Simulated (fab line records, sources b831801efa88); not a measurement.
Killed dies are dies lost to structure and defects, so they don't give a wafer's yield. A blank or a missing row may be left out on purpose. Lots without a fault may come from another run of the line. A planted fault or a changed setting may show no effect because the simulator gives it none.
Chamber matching | flow sky130 | SKY_VIA3_ETCH_15 on rie_diel-03: 4 sister chambers
The step etches SiO2 in C4F8/O2/Ar, stops on TiN, target depth 507 nm, time 78 s. 4 wafers are shown with their chamber, then 9 later ones without.

WAFERS WITH THEIR CHAMBER
wafer  | chamber | oes_product_au (a.u.)
L083.4 | 1       | 0.946
L086.1 | 2       | 0.948
L086.2 | 0       | 0.959
L086.6 | 3       | 0.943

WAFERS WITHOUT THEIR CHAMBER
wafer  | oes_product_au (a.u.)
L089.1 | 0.944
L089.3 | 0.949
L089.5 | 0.936
L093.1 | 0.943
L093.2 | 0.949
L093.3 | 0.942
L097.3 | 0.948
L097.5 | 0.952
L097.6 | 0.943

WHICH CHAMBER EACH WENT THROUGH
wafer  | from the rows above               | in truth
L089.1 | can't be placed: 3 or 1 or 2      | 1
L089.3 | can't be placed: 2 or 1 or 3      | 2
L089.5 | can't be placed: 3 or 1 or 2      | 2
L093.1 | can't be placed: 3 or 1 or 2      | 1
L093.2 | can't be placed: 2 or 1 or 3      | 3
L093.3 | can't be placed: 3 or 1 or 2      | 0
L097.3 | can't be placed: 2 or 1 or 3      | 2
L097.5 | can't be placed: 2 or 1 or 0 or 3 | 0
L097.6 | can't be placed: 3 or 1 or 2      | 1
Placed correctly: 0 of 9. Can't be placed from these rows: 9 (the true chamber is among the candidates in 8). Placed wrongly: 0.
How it was worked out, from the rows above alone: a wafer's distance from a chamber is the root of the sum, over the readings, of the square of ((its reading less the chamber's mean) divided by the reading's scatter). The wafer belongs to the nearest chamber; if the next one is less than 2 further off, it can't be placed. A chamber's mean is the mean of its shown wafers. The scatter: with one shown wafer a chamber, the root of the mean of the squares of how far each hidden wafer lies from its nearest shown one.
